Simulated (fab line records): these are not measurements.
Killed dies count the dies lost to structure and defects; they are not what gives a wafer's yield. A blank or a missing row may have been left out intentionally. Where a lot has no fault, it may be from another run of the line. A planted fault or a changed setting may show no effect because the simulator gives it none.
Chamber matching ; flow sky130 ; SKY_VIA4_CMP_02 on cmp-01 has 4 sister chambers
The step polishes SiO2. 4 wafers are shown with their chamber, then 7 later ones without.

WAFERS WITH THEIR CHAMBER
wafer;chamber;motorCurrentA (A)
L632.4;3;12.3
L636.2;1;12.6
L637.2;0;10.1
L637.4;2;12.0

WAFERS MISSING THEIR CHAMBER
wafer;motorCurrentA (A)
L637.6;12.4
L640.2;10.6
L640.4;12.8
L640.6;11.3
L641.2;10.5
L641.3;12.0
L641.5;10.5

WHICH CHAMBER EACH ONE RAN IN
wafer;from the rows above;in truth
L637.6;can't be placed: 3 or 1 or 2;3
L640.2;0;0
L640.4;can't be placed: 1 or 3 or 2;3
L640.6;can't be placed: 2 or 3 or 0 or 1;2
L641.2;0;0
L641.3;can't be placed: 2 or 3 or 1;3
L641.5;0;0
Placed correctly: 3 of 7. Can't be placed from these rows: 4 (the true chamber is among the candidates in 4). 0 placed wrongly.
How it was worked out, from the rows above alone: a wafer's distance from a chamber is the root of the sum, over the readings, of the square of ((its reading less the chamber's mean) divided by the reading's scatter). The wafer belongs to the nearest chamber; if the next one is less than 2 further off, it can't be placed. Each chamber's mean is taken over the wafers shown for it. The scatter: root of mean squared gap, hidden wafer to nearest shown wafer, with one shown wafer a chamber.
